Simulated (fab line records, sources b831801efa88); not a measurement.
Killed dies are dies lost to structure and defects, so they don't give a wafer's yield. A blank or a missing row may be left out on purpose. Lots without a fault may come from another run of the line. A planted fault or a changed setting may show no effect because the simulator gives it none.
Which tool did it? | flow gf180mcu | 6 lots, 18 wafers sampled, at 2 steps of a route of 602

WHAT THE GAUGES READ, wafer by wafer
GF_MVSD_OVL_MEAS_07.
lot  | measured    | on         | MVSD_OVL (nm)
L853 | day 4 20:56 | overlay-01 | -1.0 -1.5 -1.5
L856 | day 5 16:25 | overlay-02 | 1.7 2.2 2.2
L858 | day 6 07:20 | overlay-02 | -1.4 -2.3 -1.4
L861 | day 7 04:17 | overlay-01 | 2.5 1.6 2.1
L864 | day 7 17:40 | overlay-01 | - - -
L866 | day 8 08:05 | overlay-02 | 0.3 1.7 -0.7

WHICH TOOL RAN EACH LOT (tool, then ch and the chambers of the sampled wafers, then the start)
lot  | GF_MVSD_EXPOSE_04
L853 | iline_stepper-01 ch 0, day 4 14:41
L856 | iline_stepper-02 ch 0, day 5 09:08
L858 | iline_stepper-01 ch 0, day 6 00:11
L861 | iline_stepper-02 ch 0, day 6 21:19
L864 | iline_stepper-02 ch 0, day 7 10:22
L866 | iline_stepper-01 ch 0, day 8 00:20
- GF_MVSD_EXPOSE_04: exposes mask MVSD, target cd 1000 nm.

THE ANSWER, worked out from the rows above alone
Rule: what is usual is taken from the lots themselves. Put in order of their means at a reading, lots are off if they are a third of the lots or fewer, leave a main group of 4 or more, and stand apart from it by a gap of 3 or more times the standard deviation of the main group's means; of several such gaps the widest counts. A main group whose means are all the same, to the digits that the tables above print for the reading, isn't used. A lot without any number at a reading at which 4 lots or more have one is off too. The other lots that the step has rows for count as sound.
Off: L864, at GF_MVSD_OVL_MEAS_07 (MVSD_OVL). Without a number there: L864. The main group: mean 0.3 nm, standard deviation 1.6.
A tool fits if, at a process step before that reading, it ran every lot that is off, and no sound lot after the first of them. The gauges at GF_MVSD_OVL_MEAS_07 are tried like those tools. Can't be told from this: 2 tools fit, iline_stepper-02 at GF_MVSD_EXPOSE_04, overlay-01 at GF_MVSD_OVL_MEAS_07.

WHAT THE SIMULATOR HAD PUT IN
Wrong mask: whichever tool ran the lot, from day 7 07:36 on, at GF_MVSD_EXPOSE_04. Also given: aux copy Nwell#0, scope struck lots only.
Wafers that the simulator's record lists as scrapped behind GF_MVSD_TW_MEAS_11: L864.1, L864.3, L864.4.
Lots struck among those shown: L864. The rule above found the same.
